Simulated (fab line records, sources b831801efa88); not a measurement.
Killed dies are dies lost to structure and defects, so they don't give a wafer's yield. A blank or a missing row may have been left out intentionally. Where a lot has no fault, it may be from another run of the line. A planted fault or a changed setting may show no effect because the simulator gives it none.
One fault seen from 2 desks || flow gf180mcu || each desk holds nothing but its own numbers, with what lay behind them at the end

== FROM THE METROLOGY DESK ==
Lot by lot, what the gauges showed, no matter which tool ran the lot: averages of those sampled wafers that carry a number. Any lot whose mean is over 4 standard deviations away from the usual mean is out of limits and marked OUT; that distance is given in the brackets.
Columns: A = V4_OVL at GF_V4_OVL_MEAS_15, usual 1 nm; B = MIM_CVD_05_THK at GF_MIM_THK_MEAS_06, usual 41.6 nm
{"lot": "L257", "first seen here": "day 24 14:45", "A": -1, "B": 41.6}
{"lot": "L258", "first seen here": "day 24 23:54", "A": 0, "B": 41.4}
{"lot": "L259", "first seen here": "day 25 11:41", "A": -1, "B": 41.3}
{"lot": "L260", "first seen here": "day 25 22:29", "A": -1, "B": 41.3}
{"lot": "L262", "first seen here": "day 26 19:13", "A": -1, "B": 41.2}
{"lot": "L263", "first seen here": "day 27 01:01", "A": 1, "B": 41.3}
{"lot": "L264", "first seen here": "day 27 15:52", "A": -3, "B": 41.4}
{"lot": "L269", "first seen here": "day 28 17:31", "A": 2, "B": "46.4 (+9.3) OUT"}
{"lot": "L272", "first seen here": "day 29 13:20", "A": -4, "B": "51.0 (+18) OUT"}
{"lot": "L273", "first seen here": "day 29 17:29", "A": -8, "B": 42.0}
{"lot": "L275", "first seen here": "day 30 09:31", "A": -5, "B": 41.8}
{"lot": "L279", "first seen here": "day 31 09:56", "A": -4, "B": 42.0}
This desk reports L269, L272 out of limits; the earliest was L269 at day 28 19:13 (MIM_CVD_05_THK at GF_MIM_THK_MEAS_06). L257, L258, L259, L260, L262, L263, L264, L273, L275, L279 stayed within limits.

== FOR THE TOOL OWNER'S DESK: pecvd-03 ==
The tool's own readings at GF_MIM_CVD_05 (deposits Si3N4, target thk 42 nm, time 29.086 s): means of the sampled wafers that have a number, for each lot that ran on this tool. Any lot whose mean is over 4 standard deviations away from the usual mean is out of limits and marked OUT; that distance is given in the brackets.
Columns: A = heaterPowerW at GF_MIM_CVD_05, usual 687 W
{"lot": "L262", "first seen here": "day 26 20:50", "A": 674}
{"lot": "L264", "first seen here": "day 27 17:31", "A": 680}
{"lot": "L269", "first seen here": "day 28 19:10", "A": 656}
{"lot": "L272", "first seen here": "day 29 14:59", "A": 738}
This desk's verdict: no lot among the 4 shows anything out of limits.

== BROUGHT TOGETHER ==
An alarm was possible from the metrology desk at day 28 19:13, on L269, L272.
Nothing out of limits was seen by the tool owner's desk.
On record at the tool owner's desk: L269, L272, within its limits.
Every lot named ran GF_MIM_CVD_05 on pecvd-03.

== WHAT HAD BEEN PUT IN BY THE SIMULATOR ==
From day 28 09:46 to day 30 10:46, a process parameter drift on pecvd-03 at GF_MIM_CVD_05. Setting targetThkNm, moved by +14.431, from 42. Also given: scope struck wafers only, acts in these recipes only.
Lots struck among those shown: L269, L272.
Per desk, hours elapsed from the start of the fault to the first reading out of limits: for the metrology desk, 9.
